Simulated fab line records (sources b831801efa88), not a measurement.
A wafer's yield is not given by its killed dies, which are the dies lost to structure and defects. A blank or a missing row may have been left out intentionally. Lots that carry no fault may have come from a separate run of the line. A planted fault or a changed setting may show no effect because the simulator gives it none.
Which tool was responsible?    flow sky130    11 lots, 33 wafers sampled, at 5 steps of a route of 708

== WHAT THE GAUGES READ, wafer by wafer ==
SKY_FIELD_ISO_BOW_MEAS_00.
lot   measured     on             INCOMING_BOW (um)
L307  day 1 10:00  film metro-02  5 -6 -3
L308  day 1 15:00  film metro-04  3 17 -11
L309  day 1 20:00  film metro-02  6 7 -5
L310  day 2 01:00  film metro-02  1 2 -3
L318  day 3 17:00  film metro-03  -6 -5 -11
L319  day 3 22:01  film metro-03  5 -3 12
L321  day 4 08:00  film metro-04  -1 6 -1
L323  day 4 18:00  film metro-04  -9 -6 -6
L325  day 5 04:00  film metro-04  5 -8 -6
L329  day 6 00:01  film metro-04  -4 -5 8
L330  day 6 05:02  film metro-04  -2 -10 -7

SKY_NWELL_THK_MEAS_02.
lot   measured     on             NWELL_OXIDATION_THK (nm)
L307  day 2 11:46  film metro-01  9.82 9.86 9.91
L308  day 2 19:44  film metro-01  10.07 10.03 10.06
L309  day 3 01:56  film metro-01  10.42 10.20 10.41
L310  day 3 03:26  film metro-01  10.05 10.21 10.16
L318  day 4 21:14  film metro-02  9.97 10.08 10.14
L319  day 5 04:08  film metro-02  9.92 9.99 9.88
L321  day 5 16:08  film metro-01  10.09 9.96 10.01
L323  day 6 02:01  film metro-04  10.23 10.07 10.16
L325  day 6 13:57  film metro-01  9.93 9.83 9.84
L329  day 7 11:25  film metro-02  9.84 10.02 9.81
L330  day 7 14:20  film metro-04  10.01 9.97 9.86

SKY_NWELL_RS_MEAS_29: measures by four-point-probe.
lot   measured      on             NWELL_RS (ohm/sq)
L307  day 5 05:47   film metro-04  625.3 625.9 624.9
L308  day 5 15:43   film metro-02  624.2 624.7 623.6
L309  day 5 23:49   film metro-02  621.6 622.4 620.6
L310  day 6 01:25   film metro-01  622.5 623.0 622.4
L318  day 8 01:44   film metro-04  615.3 614.7 613.4
L319  day 8 09:53   film metro-02  612.4 612.4 612.4
L321  day 8 23:41   film metro-01  623.5 623.4 622.8
L323  day 9 10:07   film metro-01  626.0 624.3 625.0
L325  day 10 00:26  film metro-02  624.4 623.6 625.7
L329  day 11 00:29  film metro-04  626.3 624.2 626.4
L330  day 11 02:46  film metro-04  622.8 622.4 621.7

== WHAT TOOL EACH LOT RAN ON (gives the tool, then ch and the chambers of the sampled wafers, and finally the start) ==
lot   SKY_DNWELL_STRIP_08                  SKY_NWELL_IMPLANT_12
L307  plasma asher-04 ch 0,1, day 3 02:41  implanter-01 ch 0, day 4 11:44
L308  plasma asher-04 ch 0, day 3 11:41    implanter-02 ch 0, day 4 21:08
L309  plasma asher-02 ch 0,1, day 3 17:29  implanter-01 ch 0, day 5 04:11
L310  plasma asher-02 ch 0,1, day 3 19:52  implanter-03 ch 0, day 5 06:33
L318  plasma asher-04 ch 0,1, day 5 14:50  implanter-01 ch 0, day 7 05:09
L319  plasma asher-03 ch 1, day 5 22:32    implanter-01 ch 0, day 7 13:27
L321  plasma asher-02 ch 0,1, day 6 10:50  implanter-03 ch 0, day 8 03:14
L323  plasma asher-02 ch 0,1, day 6 21:08  implanter-03 ch 0, day 8 13:11
L325  plasma asher-03 ch 0,1, day 7 09:44  implanter-02 ch 0, day 9 02:37
L329  plasma asher-04 ch 0,1, day 8 07:38  implanter-03 ch 0, day 10 02:10
L330  plasma asher-02 ch 0,1, day 8 09:11  implanter-02 ch 0, day 10 03:50
- SKY_DNWELL_STRIP_08: strips in O2/N2.
- SKY_NWELL_IMPLANT_12

== WHAT THE TOOLS THEMSELVES READ (means of the sampled wafers that have a number; where no wafer has one, the mark that the record gives instead) ==
SKY_DNWELL_STRIP_08.
lot   tool             drypump motor current A (A)  oes product au (a.u.)  strip time to endpoint s (s)
L307  plasma asher-04  5.11                         0.726                  37.03
L308  plasma asher-04  5.44                         0.721                  36.80
L309  plasma asher-02  5.33                         0.722                  36.74
L310  plasma asher-02  5.31                         0.722                  37.01
L318  plasma asher-04  5.12                         0.726                  36.94
L319  plasma asher-03  5.57                         0.725                  36.93
L321  plasma asher-02  5.34                         0.724                  36.99
L323  plasma asher-02  5.33                         0.723                  37.14
L325  plasma asher-03  5.49                         0.726                  36.84
L329  plasma asher-04  5.28                         0.721                  36.96
L330  plasma asher-02  5.35                         0.725                  36.81

SKY_NWELL_IMPLANT_12.
lot   tool          dose ions cm2  faraday current uA
L307  implanter-01  1.2997e+12     7.17
L308  implanter-02  1.3009e+12     7.44
L309  implanter-01  1.3001e+12     7.37
L310  implanter-03  1.3008e+12     7.22
L318  implanter-01  1.6443e+12     9.38
L319  implanter-01  1.6420e+12     9.19
L321  implanter-03  1.3000e+12     7.34
L323  implanter-03  1.3001e+12     7.30
L325  implanter-02  1.2998e+12     7.28
L329  implanter-03  1.3004e+12     7.19
L330  implanter-02  1.2973e+12     7.38

== THE ANSWER, worked out from the rows above alone ==
Rule: the lots themselves supply what counts as usual. Put in order of their means at a reading, lots are off if they are a third of the lots or fewer, leave a main group of 4 or more, and stand apart from it by a gap of 3 or more times the standard deviation of the main group's means; of several such gaps the widest counts. If all means in a main group match to the digits the tables above print for the reading, that group is not used. Also off: a lot with no number at a reading for which 4 or more lots have one. The other lots that the step has rows for count as sound. Order of review: gauges by route order, followed by the tools' own readings, for which a lot's mean as printed above is used. At the first step where some lot is off, the reading lying furthest off is the one used; lots without a number count as furthest.
Off: L318, L319, seen at SKY_NWELL_RS_MEAS_29 (NWELL_RS). Mean 623.8 ohm/sq and standard deviation 1.4 in the main group.
A tool fits if, at a process step before that reading, it ran every lot that is off, and no sound lot after the first of them. The gauges at SKY_NWELL_RS_MEAS_29 aren't tried: what is off there is off at SKY_NWELL_IMPLANT_12 too, on other tools, and a gauge's error can't cause that. One fits: implanter-01 at SKY_NWELL_IMPLANT_12. A fault onset in the window from L309 (day 5 04:11, its last sound lot) to L318 (day 7 05:09, its first lot off) fits.
The tool's own readings at SKY_NWELL_IMPLANT_12 bear it out: on the lots that are off they differ by more than 5 times the standard deviation of the sound lots' means. dose ions cm2 reads 1.6432e+12 there against 1.2999e+12 on the sound lots; faraday current uA reads 9.29 there against 7.30 on the sound lots.

== WHAT THE SIMULATOR HAD INSERTED ==
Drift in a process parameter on implanter-01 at SKY_NWELL_IMPLANT_12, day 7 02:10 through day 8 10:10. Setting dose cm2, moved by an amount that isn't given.
Shown lots that were struck: L318, L319. Same finding as the rule above.
